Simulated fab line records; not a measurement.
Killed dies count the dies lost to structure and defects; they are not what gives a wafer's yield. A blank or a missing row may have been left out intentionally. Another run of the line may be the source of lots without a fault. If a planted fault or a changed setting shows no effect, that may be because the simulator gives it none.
Comparing a struck lot with a sound one + flow sky130 + 43 out of 708 route steps
Sound: these wafers, L470.1, L470.3, L470.6. The struck wafers were L478.2, L478.3, L478.6. The cause is named last.
Order at every step that has rows: each side's tool, ch and its chambers, its first start. Under that, the readings that differ: sound wafers + struck wafers + difference of the means + sigmas: that difference in standard deviations of wafers without a fault.
alike: same words and numbers on both sides, and readings whose means sit less than 2 such deviations apart. not compared: any withheld reading, any reading some wafer has no value for, any bound like >300 that may hide the same value, and any number with overlapping values for which the record gives no deviation.
Wherever a step has rows on one side only, a row that says differs or no value, or a row with sigmas, the two part there. Numbers that have no deviation but don't overlap get no sigmas and don't part them. A reading that every wafer of one side lacks parts them only if that side has two wafers or more.

first, 2 steps without rows for these wafers: SKY_DNWELL_DEVELOP_06 (develop time 60 s); SKY_DNWELL_IMPLANT_07.
SKY_DNWELL_STRIP_08: strips in O2/N2.
  sound on plasma asher-01 ch 0,1, day 3 20:08; struck on plasma asher-04 ch 0,1, day 5 17:10
  alike: drypump motor current A, oes product au, strip time to endpoint s
  not compared: rf hours counter h
SKY_DNWELL_TW_MEAS_09:
  struck on film metro-02, day 5 17:16; sound on film metro-03, day 3 20:14
  alike: DNWELL_TW
then, 7 steps without rows for these wafers: SKY_PWDE_DEHYDRATE_00 (time 60 s); SKY_PWDE_HMDS_01 (prime time 60 s); SKY_PWDE_COAT_02 (resist thk 3000 nm); SKY_PWDE_SOFTBAKE_03; SKY_PWDE_EXPOSE_04 (exposes mask PWDEM, target cd 840 nm); SKY_PWDE_PEB_05; SKY_PWDE_DEVELOP_06 (develop time 60 s).
SKY_PWDE_OVL_MEAS_07:
  struck on overlay-01, day 6 17:07; sound on overlay-01, day 4 13:17
  alike: PWDE_OVL
SKY_PWDE_IMPLANT_08:
  sound on implanter-03 ch 0, day 4 13:19; struck on implanter-04 ch 0, day 6 17:10
| reading            | sound                     | struck                       | difference | sigmas |
|--------------------|---------------------------|------------------------------|------------|--------|
| dose ions cm2      | 3.6e+12 3.605e+12 3.6e+12 | 3.91e+12 3.909e+12 3.912e+12 | +3.09e+11  | +69    |
| faraday current uA | 20.0 20.6 20.7            | 21.7 22.9 22.5               | +1.9       | +5     |
SKY_PWDE_STRIP_09: strips in O2/N2.
  sound on plasma asher-03 ch 0,1, day 4 13:28; struck on plasma asher-04 ch 0,1, day 6 17:17
  alike: drypump motor current A, oes product au, strip time to endpoint s
  not compared: rf hours counter h
SKY_PWDE_TW_MEAS_10:
  struck on film metro-02, day 6 17:41; sound on film metro-02, day 4 13:34
| reading | sound             | struck            | difference | sigmas |
|---------|-------------------|-------------------|------------|--------|
| PWDE_TW | 371.4 372.0 371.8 | 383.8 383.5 383.3 | +11.8      | +5     |
  not compared: hold
then, 6 steps without rows for these wafers: SKY_NWELL_HMDS_04 (prime time 60 s); SKY_NWELL_COAT_05 (resist thk 3000 nm); SKY_NWELL_SOFTBAKE_06; SKY_NWELL_EXPOSE_07 (exposes mask NWM, target cd 840 nm); SKY_NWELL_PEB_08; SKY_NWELL_DEVELOP_09 (develop time 60 s).
SKY_NWELL_OVL_MEAS_10:
  struck on overlay-01, day 7 11:50; sound on overlay-01, day 5 07:01
  alike: NWELL_00_OVL
then, 3 steps without rows for these wafers: SKY_NWELL_IMPLANT_11; SKY_NWELL_IMPLANT_12; SKY_NWELL_IMPLANT_13.
SKY_NWELL_STRIP_14: strips in O2/N2.
  sound on plasma asher-01 ch 0,1, day 5 07:31; struck on plasma asher-01 ch 0,1, day 7 12:19
  alike: drypump motor current A, oes product au, strip time to endpoint s
  not compared: rf hours counter h
SKY_NWELL_TW_MEAS_15:
  struck on film metro-02, day 7 12:25; sound on film metro-03, day 5 07:37
| reading  | sound          | struck         | difference | sigmas |
|----------|----------------|----------------|------------|--------|
| NWELL_TW | 1833 1838 1830 | 1809 1804 1810 | -26        | -2     |
then, 7 steps without rows for these wafers: SKY_NWELL_DEHYDRATE_16 (time 60 s); SKY_NWELL_HMDS_17 (prime time 60 s); SKY_NWELL_COAT_18 (resist thk 3000 nm); SKY_NWELL_SOFTBAKE_19; SKY_NWELL_EXPOSE_20 (exposes mask NWM COMPLEMENT, target cd 840 nm); SKY_NWELL_PEB_21; SKY_NWELL_DEVELOP_22 (develop time 60 s).
SKY_NWELL_OVL_MEAS_23:
  struck on overlay-01, day 8 07:53; sound on overlay-02, day 6 01:59
  alike: NWELL_01_OVL
following that, these wafers have no rows for 1 step: SKY_NWELL_IMPLANT_24.
SKY_NWELL_STRIP_25: strips in O2/N2.
  sound on plasma asher-01 ch 0,1, day 6 02:10; struck on plasma asher-01 ch 0, day 8 08:04
  alike: drypump motor current A, oes product au, strip time to endpoint s
  not compared: rf hours counter h
SKY_NWELL_TW_MEAS_26:
  struck on film metro-04, day 8 08:10; sound on film metro-02, day 6 02:16
  alike: NWELL_2_TW
then, 1 step without rows for these wafers: SKY_NWELL_CLEAN_27 (cleans in SC1/SC2, time 150 s).
SKY_NWELL_RTA_28: time 30 s.
  sound on rtp anneal-02 ch 0, day 6 02:23; struck on rtp anneal-02 ch 0, day 8 08:17
  alike: lamp power pct, wafer_temp_C_max
SKY_NWELL_RS_MEAS_29: a four-point-probe measurement.
  struck on film metro-04, day 8 08:23; sound on film metro-03, day 6 02:29
  alike: NWELL_RS
SKY_NWELL_RS_MEAS_31: a four-point-probe measurement.
  struck on film metro-04, day 8 08:55; sound on film metro-03, day 6 02:43
| reading          | sound          | struck         | difference | sigmas |
|------------------|----------------|----------------|------------|--------|
| PWDE_RS (ohm/sq) | 5299 5295 5289 | 4941 4936 4934 | -357       | -21    |
  not compared: hold
-- the record jumps here: 41 days lie between the struck wafers' starts before and after (it left off in module NWELL and takes up again in module PAD_OPEN, whose first step shown is number 708 of the route) --
SKY_PAD_OPEN_PROBE_99:
  struck on prober-02, day 49 01:35; sound on prober-02, day 46 16:29
| reading                                   | sound          | struck         | difference | sigmas |
|-------------------------------------------|----------------|----------------|------------|--------|
| model.etest.res pwde under gate.rs ohm sq | 6162 6154 6182 | 5737 5718 5669 | -458       |        |
  alike: killed_at_M0_to_M3, killed_at_M4_up, killed at contacts, killed at front end, killed at other, killed dies, killed open, killed short

WHERE THEY PART
At SKY_PWDE_IMPLANT_08 first; at SKY_NWELL_RS_MEAS_31 last (within this record only). Later steps at which nothing parts them and some readings are alike: SKY_PAD_OPEN_PROBE_99.

WHY: whatever the simulator had introduced
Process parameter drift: implanter-04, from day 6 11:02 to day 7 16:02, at SKY_PWDE_IMPLANT_08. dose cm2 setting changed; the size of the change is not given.
